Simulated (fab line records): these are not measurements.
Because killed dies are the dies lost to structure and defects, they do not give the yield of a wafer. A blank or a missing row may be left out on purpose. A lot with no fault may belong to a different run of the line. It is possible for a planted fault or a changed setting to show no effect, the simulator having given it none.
A struck lot beside a sound one / flow sky130 / 36 out of 708 route steps
Sound: these wafers, L573.1, L573.2, L573.3. Wafers L565.3, L565.5, L565.6 were the ones struck. At the end, the cause is stated.
Order at every step that has rows: each side's tool, ch and its chambers, its first start. Under that, the readings that differ: sound wafers / struck wafers / difference of the means / sigmas: that difference in standard deviations of wafers without a fault.
alike: readings whose means differ by less than 2 such deviations, and words and numbers that are the same on both sides. not compared: withheld readings, readings that some wafer has no value for, bounds like >300 that may hide the same value, and numbers for which the record gives no deviation and whose values overlap.
Wherever a step has rows on one side only, a row that says differs or no value, or a row with sigmas, the two part there. When numbers do not overlap yet have no deviation, they are printed without sigmas and do not part them. Lack of a reading on every wafer of one side parts them only where that side has two or more wafers.

first, 10 steps without rows for these wafers: SKY_GATE_OXIDE_COAT_05 (resist thk 1140 nm); SKY_GATE_OXIDE_SOFTBAKE_06 (time 60 s); SKY_GATE_OXIDE_EXPOSE_07 (exposes mask LVOM, target cd 600 nm); SKY_GATE_OXIDE_PEB_08; SKY_GATE_OXIDE_DEVELOP_09 (develop time 60 s); SKY_GATE_OXIDE_IMPLANT_11; SKY_GATE_OXIDE_WET_ETCH_12 (etches SiO2 in dHF, target depth 16.8 nm, time 336 s); SKY_GATE_OXIDE_STRIP_13 (strips in O2/N2); SKY_GATE_OXIDE_CLEAN_15 (cleans in SC1/SC2, time 150 s); SKY_GATE_OXIDE_OXIDATION_16 (stabilise 600 s, purge 300 s, target thk 3.57 nm).
SKY_POLY_GATE_CVD_00: deposits poly-Si, target thk 180 nm, time 720 s.
  sound on lpcvd-01 ch 1, day 21 18:08; struck on lpcvd-01 ch 1, day 19 02:11
reading=spike tc bottom C (C); sound=640.1 640.2 641.0; struck=628.8 626.6 628.0; difference=-12.6; sigmas=-11
reading=spike tc centre C (C); sound=619.3 620.7 620.0; struck=606.0 609.0 607.9; difference=-12.4; sigmas=-12
reading=spike tc lower C (C); sound=621.6 620.6 621.0; struck=607.9 608.3 607.8; difference=-13.1; sigmas=-13
reading=spike tc top C (C); sound=637.8 638.9 637.9; struck=626.1 626.5 625.6; difference=-12.1; sigmas=-6
reading=spike tc upper C (C); sound=620.6 620.0 620.0; struck=608.1 608.1 606.3; difference=-12.7; sigmas=-13
reading=zone power upper pct (%); sound=8.74 8.70 8.77; struck=8.46 8.27 8.33; difference=-0.38; sigmas=-4
reading=model.poly-Si_of_POLY_GATE_CVD_00.thk nm (nm); sound=178.5 179.9 180.3; struck=134.8 133.8 134.4; difference=-45.2; sigmas=
SKY_POLY_GATE_THK_MEAS_01:
  sound on film metro-03, day 21 19:20; struck on film metro-02, day 19 03:25
reading=POLY_GATE_CVD_00_THK (nm); sound=178.6 180.0 180.3; struck=134.7 133.9 134.5; difference=-45.3; sigmas=-25
then, 9 steps without rows for these wafers: SKY_RES_PROTECT_DEHYDRATE_00 (time 60 s); SKY_RES_PROTECT_HMDS_01 (prime time 60 s); SKY_RES_PROTECT_COAT_02 (resist thk 1140 nm); SKY_RES_PROTECT_SOFTBAKE_03 (time 60 s); SKY_RES_PROTECT_EXPOSE_04 (exposes mask RPM, target cd 1270 nm); SKY_RES_PROTECT_PEB_05; SKY_RES_PROTECT_DEVELOP_06 (develop time 60 s); SKY_POLY_GATE_IMPLANT_02; SKY_RES_PROTECT_STRIP_07 (strips in O2/N2).
SKY_RES_PROTECT_CLEAN_09: cleans in SC1/SC2, time 150 s.
  sound on wet bench-02 ch 3, day 23 02:10; struck on wet bench-02 ch 3, day 20 10:31
reading=model.poly-Si_of_POLY_GATE_CVD_00.thk nm (nm); sound=177.9 179.3 179.7; struck=134.2 133.2 133.8; difference=-45.2; sigmas=
then, 11 steps without rows for these wafers: SKY_POLY_GATE_CVD_03 (deposits Si3N4 from DCS/NH3, target thk 75 nm, time 1290 s); SKY_POLY_GATE_DEHYDRATE_05 (time 60 s); SKY_POLY_GATE_HMDS_06 (prime time 60 s); SKY_POLY_GATE_COAT_07 (resist thk 110 nm); SKY_POLY_GATE_COAT_08 (resist thk 450 nm); SKY_POLY_GATE_SOFTBAKE_09 (time 90 s); SKY_POLY_GATE_EXPOSE_10 (exposes mask P1M, target cd 150 nm); SKY_POLY_GATE_PEB_11; SKY_POLY_GATE_DEVELOP_12 (develop time 60 s); SKY_POLY_GATE_ETCH_15 (etches BARC in N2/H2, stops on SiO2, time 118.5 s, target depth 110 nm); SKY_POLY_GATE_ETCH_16 (etches Si3N4 in CH3F/O2, stops on poly-Si, time 147.5 s, target depth 75 nm).
SKY_POLY_GATE_ETCH_17: etches poly-Si in HBr/Cl2, stops on SiO2, target depth 180 nm, time 70.5 s.
  sound on rie si-01 ch 1,2,3, day 24 10:20; struck on rie si-01 ch 1,2, day 21 20:02
reading=oes product au (a.u.); sound=0.971 0.976 0.994; struck=0.812 0.813 0.807; difference=-0.170; sigmas=-19
reading=model.etch.depth nm (nm); sound=177.9 175.1 179.7; struck=134.2 133.2 133.8; difference=-43.8; sigmas=
reading=model.POLY_GATE.feature depth nm (nm); sound=177.9 175.1 179.7; struck=134.2 133.2 133.8; difference=-43.8; sigmas=
  alike: drypump motor current A, throttle valve pct
  not compared: rf hours counter h
then, 1 step without rows for these wafers: SKY_POLY_GATE_STRIP_18 (strips in O2/N2).
-- record jumps: 28 days separate the struck wafers' starts on either side; left off in module POLY_GATE, taken up again in module PAD_OPEN, whose first shown step is the route's number 708 --
SKY_PAD_OPEN_PROBE_99:
  sound on prober-01, day 51 00:56; struck on prober-01, day 50 02:34
reading=model.etest.res high po.line ohm um; sound=752.1 734.4 746.6; struck=997 978; difference=+243; sigmas=
reading=model.etest.res poly.line ohm um; sound=524.2 504.2 507.6; struck=683.2 676.8; difference=+168.0; sigmas=
reading=model.etest.tip sonos.rs ohm sq; sound=2630 2684 2635; struck=2567 2571; difference=-81; sigmas=
reading=model.etest.res high po.rs ohm sq; sound=261.4 258.2 259.5; struck=342 341.2; difference=+82; sigmas=
reading=model.etest.res poly.rs ohm sq; sound=48.6 48.01 48.13; struck=64.59 64.11; difference=+16.10; sigmas=
reading=model.etest.cap li to poly.c af um2; sound=103.3 98.27 99.55; struck=87.58 90.85; difference=-11.16; sigmas=
  alike: killed_at_M0_to_M3, killed_at_M4_up, killed at contacts, killed at front end, killed at other, killed dies, killed open, killed short
  not compared: model.etest.tip n.rs ohm sq, model.etest.res poly.rs ohm sq range

== WHERE THEY PART ==
Earliest at SKY_POLY_GATE_CVD_00; latest, in this record, at SKY_POLY_GATE_ETCH_17. Later steps at which nothing parts them and some readings are alike: SKY_PAD_OPEN_PROBE_99.

WHY: what the simulator had put in
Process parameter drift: lpcvd-01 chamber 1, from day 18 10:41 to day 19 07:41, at SKY_POLY_GATE_CVD_00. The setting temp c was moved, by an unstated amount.
